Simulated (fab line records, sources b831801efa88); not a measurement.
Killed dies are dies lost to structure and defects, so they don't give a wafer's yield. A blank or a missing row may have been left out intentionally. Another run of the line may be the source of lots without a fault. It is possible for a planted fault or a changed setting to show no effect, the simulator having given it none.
The tool behind it: which one? || flow gf180mcu || 6 lots with 18 wafers sampled at 2 steps, on a route of 602 steps

== WHAT THE GAUGES READ, wafer by wafer ==
GF_VT_IMPLANT_TW_MEAS_10.
{"lot": "L531", "measured": "day 6 08:04", "on": "film metro-03", "VT_IMPLANT_TW": "568.0 561.1 566.6"}
{"lot": "L533", "measured": "day 6 18:46", "on": "film metro-04", "VT_IMPLANT_TW": "563.8 563.5 563.1"}
{"lot": "L537", "measured": "day 7 16:53", "on": "film metro-03", "VT_IMPLANT_TW": "569.0 568.3 569.3"}
{"lot": "L541", "measured": "day 8 21:46", "on": "film metro-04", "VT_IMPLANT_TW": "568.7 569.2 566.3"}
{"lot": "L547", "measured": "day 10 07:34", "on": "film metro-03", "VT_IMPLANT_TW": "561.4 564.9 563.0"}
{"lot": "L551", "measured": "day 11 11:35", "on": "film metro-03", "VT_IMPLANT_TW": "564.2 568.8 568.5"}

== TOOL THAT RAN EACH LOT (tool first, then ch and the chambers of the sampled wafers, then the start) ==
{"lot": "L531", "GF_STI_STRIP_15": "plasma asher-02 ch 0,1, day 2 12:29"}
{"lot": "L533", "GF_STI_STRIP_15": "plasma asher-02 ch 0, day 2 22:23"}
{"lot": "L537", "GF_STI_STRIP_15": "plasma asher-02 ch 0,1, day 3 18:51"}
{"lot": "L541", "GF_STI_STRIP_15": "plasma asher-02 ch 0,1, day 4 15:54"}
{"lot": "L547", "GF_STI_STRIP_15": "plasma asher-01 ch 0,1, day 5 22:34"}
{"lot": "L551", "GF_STI_STRIP_15": "plasma asher-01 ch 0,1, day 6 21:53"}
- GF_STI_STRIP_15: strips in O2/N2.

== THE ANSWER, worked out from the rows above alone ==
Rule: the lots themselves supply what counts as usual. The widest of any qualifying gaps counts: lots, ordered by their means at a reading, are off when they make up no more than a third of the lots, leave a main group of 4 or more, and stand apart from it by 3 or more times the standard deviation of that group's means. Not used: any main group whose means are identical at the precision the tables above print for the reading. A lot without any number at a reading at which 4 lots or more have one is off too. Any other lot the step has rows for is counted as sound.
No lot is off on any of the readings shown, so nothing can be concluded from this.

== WHAT THE SIMULATOR HAD PUT IN ==
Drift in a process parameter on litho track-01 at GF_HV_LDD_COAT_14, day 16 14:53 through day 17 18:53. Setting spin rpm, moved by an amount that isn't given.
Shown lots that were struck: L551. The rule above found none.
